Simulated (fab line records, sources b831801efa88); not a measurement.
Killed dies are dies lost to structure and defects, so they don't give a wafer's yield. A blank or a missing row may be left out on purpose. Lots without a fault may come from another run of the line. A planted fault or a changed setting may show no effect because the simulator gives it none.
Chamber matching | flow sfq_line | SFQ_TRILAYER_I0_DEP_PECVD_027 on pecvd-02: 3 sister chambers
The step deposits SiO2 from SiH4/N2O, time 111.11 s, target thk 500 nm. 6 wafers are shown with their chamber, then 7 later ones without.

WAFERS WITH THEIR CHAMBER
wafer  | chamber | heater_power_w (W) | heater_power_outer_w (W)
L482.2 | 2       | 88                 | 35
L482.4 | 0       | 77                 | 26
L487.1 | 0       | 89                 | 35
L487.5 | 2       | 94                 | 41
L492.1 | 1       | 61                 | 22
L492.4 | 1       | 62                 | 23

WAFERS WITHOUT THEIR CHAMBER
wafer  | heater_power_w (W) | heater_power_outer_w (W)
L492.6 | 93                 | 35
L496.1 | 55                 | 17
L496.2 | 96                 | 37
L496.4 | 93                 | 39
L497.1 | 67                 | 25
L497.2 | 83                 | 30
L497.6 | 88                 | 33

WHICH CHAMBER EACH WENT THROUGH
wafer  | from the rows above     | in truth
L492.6 | can't be placed: 2 or 0 | 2
L496.1 | 1                       | 1
L496.2 | can't be placed: 2 or 0 | 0
L496.4 | 2                       | 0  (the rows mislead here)
L497.1 | 1                       | 1
L497.2 | 0                       | 0
L497.6 | can't be placed: 0 or 2 | 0
Placed correctly: 3 of 7. Can't be placed from these rows: 3 (the true chamber is among the candidates in 3). Placed wrongly: 1.
How it was worked out, from the rows above alone: a wafer's distance from a chamber is the root of the sum, over the readings, of the square of ((its reading less the chamber's mean) divided by the reading's scatter). The wafer belongs to the nearest chamber; if the next one is less than 2 further off, it can't be placed. A chamber's mean is the mean of its shown wafers. The scatter: the root of (the sum of the squares of (reading less its chamber's mean) over the shown wafers, divided by (wafers less chambers)).
